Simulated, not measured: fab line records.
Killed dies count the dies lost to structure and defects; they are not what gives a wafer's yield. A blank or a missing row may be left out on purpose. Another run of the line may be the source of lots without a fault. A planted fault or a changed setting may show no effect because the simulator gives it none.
fab line records | flow sky130
record: lots: 13 wafers: 39 last_day: 50
route steps=708 shown DNWELL@39 NWELL@68 LI_CONTACT@383 LOCAL_INTERCONNECT@387 METAL2@484
lots that met no fault: from a run of the same line without faults
start_h: hours from the record's first day to the start of the lot's first wafer shown | wait_h: hours elapsed since this lot's preceding step | " identical to the entry in the row above | L1.1+2: a single row standing in for several wafers | - value missing, or start not given | * or withheld: withheld | < > ~ a bound
route shown NAME@n: names a module that has steps shown in the file, with the first one's number in the route | usual: mean/standard deviation of fault-free wafers | same: alike in all rows | chamber/n: place in a boat | sites: readings site by site | _std_site: standard deviation across them | _edge_site: mean of outer sites minus mean of inner sites | radius_mm: how far each site lies from the wafer's centre | mask NAME#n: copy n | behind: tool/chamber where the wafer was last shaped | hold: reason for holding the lot/hours on hold/outcome of the hold | device: the transistor (n, p or np) that didn't switch | end of line: the same wafers' tests at the end of the route | a step with no rows: only its recipe | killed: count of dies lost to structure and defects at first sort (not the wafer's yield) | map: a wafer's dies, x killed, . not, _ none there
set.NAME: the setting as run; set.NAME@STEP: as run at that earlier step | model.NAME: the simulator's own value behind a step, which no gauge read
a sample of lots followed through the steps of the route, with each step as a table and each wafer as a row
services: when a tool's chamber went out of use (start_h, in hours from the record's first day, below 0 if earlier), for how many hours, and the reason
== steps ==
step: SKY_DNWELL_EXPOSE_04
recipe: mask_id: DNM na: 0.57 target_cd_nm: 3000 dose_mj: 222
columns lot.wafer tool chamber start_h wait_h mask
L876.2+4+5 iline_stepper-01 0 49.43 - DNM#0
L877.1+3+5 iline_stepper-02 0 56.57 - DNM#0
L879.2+3+6 iline_stepper-01 0 66.83 - DNM#0
L880.1+5+6 iline_stepper-02 0 70.82 - DNM#0
L881.2+4+6 iline_stepper-02 0 77.77 - NWM#0
L890.2+3+4 iline_stepper-02 0 125.85 - DNM#0
L891.1+4+5 iline_stepper-01 0 130.25 - DNM#0
L892.2+3+5 iline_stepper-01 0 133.05 - DNM#0
L893.1+3+5 iline_stepper-01 0 143.59 - DNM#0
L894.1+5+6 iline_stepper-02 0 147.76 - DNM#0
L895.1+3+4 iline_stepper-02 0 151.58 - DNM#0
L896.2+4+5 iline_stepper-02 0 154.40 - DNM#0
L897.1+2+6 iline_stepper-01 0 166.56 - DNM#0
step: SKY_DNWELL_TW_MEAS_09
usual: DNWELL_TW: 1115/8.4
columns lot.wafer tool chamber start_h wait_h DNWELL_TW
L876.2 film_metro-01 - 57.06 0.1 1120
L876.4 " - " " 1117
L876.5 " - " " 1127
L877.1 film_metro-01 - 64.59 0.1 1125
L877.3 " - " " 1124
L877.5 " - " " 1132
L879.2 film_metro-02 - 75.30 0.1 1117
L879.3 " - " " 1113
L879.6 " - " " 1110
L880.1 film_metro-02 - 79.44 0.1 1124
L880.5 " - " " 1119
L880.6 " - " " 1112
L881.2 film_metro-02 - 85.65 0.1 30
L881.4 " - " " 30
L881.6 " - " " 30
L890.2 film_metro-01 - 135.26 0.1 1111
L890.3 " - " " 1108
L890.4 " - " " 1115
L891.1 film_metro-01 - 140.15 0.1 1119
L891.4 " - " " 1124
L891.5 " - " " 1123
L892.2 film_metro-01 - 143.16 0.1 1111
L892.3 " - " " 1109
L892.5 " - " " 1116
L893.1 film_metro-02 - 152.79 0.1 1106
L893.3 " - " " 1106
L893.5 " - " " 1108
L894.1 film_metro-01 - 158.30 0.1 1103
L894.5 " - " " 1104
L894.6 " - " " 1104
L895.1 film_metro-02 - 161.69 0.1 1104
L895.3 " - " " 1107
L895.4 " - " " 1104
L896.2 film_metro-02 - 164.49 0.1 1108
L896.4 " - " " 1111
L896.5 " - " " 1120
L897.1 film_metro-03 - 175.94 0.1 1122
L897.2 " - " " 1123
L897.6 " - " " 1117
step: SKY_NWELL_TW_MEAS_15
usual: NWELL_TW: 1824/11
columns lot.wafer tool chamber start_h wait_h NWELL_TW
L876.2 film_metro-02 - 90.55 0.1 1807
L876.4 " - " " 1809
L876.5 " - " " 1812
L877.1 film_metro-03 - 98.39 0.1 1835
L877.3 " - " " 1845
L877.5 " - " " 1833
L879.2 film_metro-01 - 108.00 0.1 1841
L879.3 " - " " 1832
L879.6 " - " " 1838
L880.1 film_metro-01 - 112.88 0.1 1826
L880.5 " - " " 1834
L880.6 " - " " 1827
L881.2 film_metro-03 - 120.30 0.1 1966
L881.4 " - " " 1949
L881.6 " - " " 1950
L890.2 film_metro-01 - 175.20 0.1 1819
L890.3 " - " " 1826
L890.4 " - " " 1831
L891.1 film_metro-02 - 178.89 0.1 1816
L891.4 " - " " 1814
L891.5 " - " " 1822
L892.2 film_metro-01 - 182.70 0.1 1834
L892.3 " - " " 1826
L892.5 " - " " 1821
L893.1 film_metro-02 - 193.39 0.1 1817
L893.3 " - " " 1823
L893.5 " - " " 1827
L894.1 film_metro-01 - 199.04 0.1 1807
L894.5 " - " " 1818
L894.6 " - " " 1800
L895.1 film_metro-01 - 201.79 0.1 1829
L895.3 " - " " 1821
L895.4 " - " " 1827
L896.2 film_metro-03 - 205.85 0.1 1831
L896.4 " - " " 1831
L896.5 " - " " 1829
L897.1 film_metro-01 - 219.94 0.1 1825
L897.2 " - " " 1815
L897.6 " - " " 1823
step: SKY_LI_CONTACT_CVD_21
recipe: material: W target_thk_nm: 400 time_s: 120.56 temp_c: 400 pressure_torr: 40
usual: heater_power_w: 911/71
columns lot.wafer tool chamber start_h wait_h heater_power_w
L876.2 cvd_w-01 0 681.48 0.0 975
L876.4 " 0 " " 957
L876.5 " 1 " " 974
L877.1 cvd_w-01 1 684.32 0.0 963
L877.3 " 0 " " 971
L877.5 " 1 " " 968
L879.2 cvd_w-02 1 701.47 0.0 813
L879.3 " 1 " " 788
L879.6 " 1 " " 794
L880.1 cvd_w-01 0 725.93 0.0 983
L880.5 " 0 " " 996
L880.6 " 1 " " 949
L881.2 cvd_w-01 1 727.77 0.0 944
L881.4 " 0 " " 974
L881.6 " 0 " " 982
L890.2 cvd_w-02 0 811.32 0.0 930
L890.3 " 0 " " 955
L890.4 " 1 " " 812
L891.1 cvd_w-02 0 812.60 0.0 955
L891.4 " 1 " " 796
L891.5 " 1 " " 806
L892.2 cvd_w-02 1 814.42 0.0 795
L892.3 " 0 " " 928
L892.5 " 0 " " 940
L893.1 cvd_w-02 0 818.10 0.0 938
L893.3 " 1 " " 797
L893.5 " 0 " " 932
L894.1 cvd_w-02 1 822.60 0.0 799
L894.5 " 0 " " 894
L894.6 " 1 " " 805
L895.1 cvd_w-01 1 828.75 0.0 977
L895.3 " 0 " " 969
L895.4 " 1 " " 955
L896.2 cvd_w-02 1 829.92 0.0 808
L896.4 " 1 " " 808
L896.5 " 0 " " 917
L897.1 cvd_w-01 0 847.15 0.0 989
L897.2 " 1 " " 956
L897.6 " 0 " " 988
step: SKY_LOCAL_INTERCONNECT_SPUTTER_00
recipe: material: TiN target_thk_nm: 100 temp_c: 300 power_w: 6361 time_s: 83.3 chamber_pressure_pa: 0.4
usual: cathode_dc_power_W: 6360.8/1 throttle_valve_pct: 30.2/0.82
columns lot.wafer tool chamber start_h wait_h cathode_dc_power_W throttle_valve_pct
L876.2 pvd_sputter-03 - 682.09 0.1 6359.3 29.3
L876.4 " - " " 6357.3 30.7
L876.5 " - " " 6360.4 30.6
L877.1 pvd_sputter-03 - 684.93 0.1 6361.7 29.8
L877.3 " - " " 6359.3 32.0
L877.5 " - " " 6360.8 31.9
L879.2 pvd_sputter-03 - 702.07 0.1 6360.5 32.1
L879.3 " - " " 6359.5 30.0
L879.6 " - " " 6360.1 31.9
L880.1 pvd_sputter-01 - 726.54 0.1 6360.4 31.4
L880.5 " - " " 6359.8 29.4
L880.6 " - " " 6360.9 29.6
L881.2 pvd_sputter-01 - 728.38 0.1 6360.1 29.6
L881.4 " - " " 6360.3 31.5
L881.6 " - " " 6361.4 29.3
L890.2 pvd_sputter-02 - 811.95 0.1 6361.6 30.3
L890.3 " - " " 6361.5 29.5
L890.4 " - " " 6359.1 30.3
L891.1 pvd_sputter-02 - 813.20 0.1 6360.6 30.1
L891.4 " - " " 6360.9 29.7
L891.5 " - " " 6360.4 29.9
L892.2 pvd_sputter-02 - 815.02 0.2 6360.6 29.9
L892.3 " - " " 6360.4 30.2
L892.5 " - " " 6362.1 29.7
L893.1 pvd_sputter-03 - 818.70 0.1 6358.1 31.8
L893.3 " - " " 6361.9 29.3
L893.5 " - " " 6362.0 31.7
L894.1 pvd_sputter-02 - 823.20 0.1 6360.6 29.7
L894.5 " - " " 6359.7 29.4
L894.6 " - " " 6362.4 29.9
L895.1 pvd_sputter-03 - 829.35 0.2 6361.1 32.0
L895.3 " - " " 6360.0 29.8
L895.4 " - " " 6359.8 30.6
L896.2 pvd_sputter-01 - 830.52 0.2 6361.3 29.6
L896.4 " - " " 6361.0 29.5
L896.5 " - " " 6361.0 31.2
L897.1 pvd_sputter-03 - 847.75 0.1 6361.4 29.7
L897.2 " - " " 6360.0 29.5
L897.6 " - " " 6361.4 29.6
step: SKY_METAL2_SPUTTER_01
recipe: material: TiN target_thk_nm: 20 power_w: 6500 time_s: 16.7 chamber_pressure_pa: 0.4
usual: cathode_dc_power_W: 6500.0/1.1 throttle_valve_pct: 30.2/0.78
columns lot.wafer tool chamber start_h wait_h cathode_dc_power_W throttle_valve_pct
L876.2 pvd_sputter-03 - 797.74 0.0 6500.6 29.5
L876.4 " - " " 6501.6 29.6
L876.5 " - " " 6499.3 29.4
L877.1 pvd_sputter-02 - 799.47 0.0 6499.8 30.0
L877.3 " - " " 6500.2 30.3
L877.5 " - " " 6500.7 30.2
L879.2 pvd_sputter-01 - 816.90 0.0 6499.7 29.5
L879.3 " - " " 6500.2 31.4
L879.6 " - " " 6500.4 29.8
L880.1 pvd_sputter-02 - 840.28 0.0 6501.0 29.9
L880.5 " - " " 6501.4 30.1
L880.6 " - " " 6500.2 30.2
L881.2 pvd_sputter-03 - 842.03 0.0 6499.5 29.4
L881.4 " - " " 6499.1 30.6
L881.6 " - " " 6499.2 29.9
L890.2 pvd_sputter-03 - 921.40 0.0 6498.8 31.9
L890.3 " - " " 6500.1 29.7
L890.4 " - " " 6498.3 29.8
L891.1 pvd_sputter-03 - 926.34 0.0 6499.8 30.9
L891.4 " - " " 6501.4 29.6
L891.5 " - " " 6499.9 29.6
L892.2 pvd_sputter-03 - 927.24 0.0 6499.8 29.4
L892.3 " - " " 6499.8 31.9
L892.5 " - " " 6499.4 29.8
L893.1 pvd_sputter-02 - 928.14 0.0 6498.9 29.7
L893.3 " - " " 6500.6 30.3
L893.5 " - " " 6499.6 30.4
L894.1 pvd_sputter-03 - 931.37 0.0 6501.6 31.8
L894.5 " - " " 6499.5 29.8
L894.6 " - " " 6501.4 29.6
L895.1 pvd_sputter-02 - 937.29 0.0 6500.4 30.2
L895.3 " - " " 6499.6 29.8
L895.4 " - " " 6498.6 29.9
L896.2 pvd_sputter-01 - 937.30 0.0 6500.4 29.5
L896.4 " - " " 6499.7 29.2
L896.5 " - " " 6500.8 29.4
L897.1 pvd_sputter-03 - 954.62 0.0 6501.3 32.1
L897.2 " - " " 6499.0 30.6
L897.6 " - " " 6498.0 32.0
== services ==
columns tool chamber start_h hours kind
iline_stepper-02 - 51.15 1.7 pm
cvd_w-02 1 52.34 3.3 repair
pvd_sputter-03 - 72.32 2.9 repair
pvd_sputter-03 - 121.49 1.7 repair
pvd_sputter-02 - 153.68 7.7 repair
pvd_sputter-02 - 154.90 1.0 repair
pvd_sputter-03 - 166.88 1.2 repair
pvd_sputter-03 - 170.90 1.1 repair
pvd_sputter-03 - 179.65 6.2 repair
pvd_sputter-03 - 320.75 3.5 repair
pvd_sputter-03 - 475.91 2.0 repair
pvd_sputter-02 - 522.36 0.7 repair
pvd_sputter-02 - 548.97 1.9 repair
pvd_sputter-02 - 585.97 1.8 repair
pvd_sputter-03 - 649.51 21.4 repair
pvd_sputter-02 - 694.02 51.5 repair
pvd_sputter-02 - 709.26 0.6 repair
pvd_sputter-02 - 715.32 1.6 repair
pvd_sputter-02 - 730.78 1.4 repair
pvd_sputter-03 - 830.50 0.8 repair
pvd_sputter-02 - 844.61 2.9 repair
pvd_sputter-03 - 855.03 1.9 repair
pvd_sputter-02 - 910.62 4.6 repair
pvd_sputter-02 - 929.41 2.2 repair
== key ==
first_sign: step: SKY_DNWELL_EXPOSE_04 reading: mask direction: changed
effect: step: SKY_DNWELL_TW_MEAS_09 reading: DNWELL_TW direction: down sigmas: 99+ usual: 1115 struck: 30
effect: step: SKY_NWELL_TW_MEAS_15 reading: NWELL_TW direction: up sigmas: 12 usual: 1824 struck: 1955
met_at SKY_DNWELL_EXPOSE_04
struck_lots L881
sort_left_out L881.2,L881.4,L881.6
tester_left_out L881
not_acting_at SKY_LI_CONTACT_CVD_21,SKY_LOCAL_INTERCONNECT_SPUTTER_00,SKY_METAL2_SPUTTER_01
onset_between 70.82 77.77
fault: kind: wrong_mask tool: any chamber: - onset_h: 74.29 steps: SKY_DNWELL_EXPOSE_04 aux_copy: NWM#0 scope: struck_lots_only
tester_left_out: of these lots the tester's yield and bins aren't shown, on N5 and GAA mostly nor the transistor test; their killed dies are dies lost to structure and defects alone, not to doping, threshold or leakage, so they don't give the yield
sort_left_out: the simulated sort isn't trusted on such a fault, so these wafers' sort isn't shown, and their yield isn't known
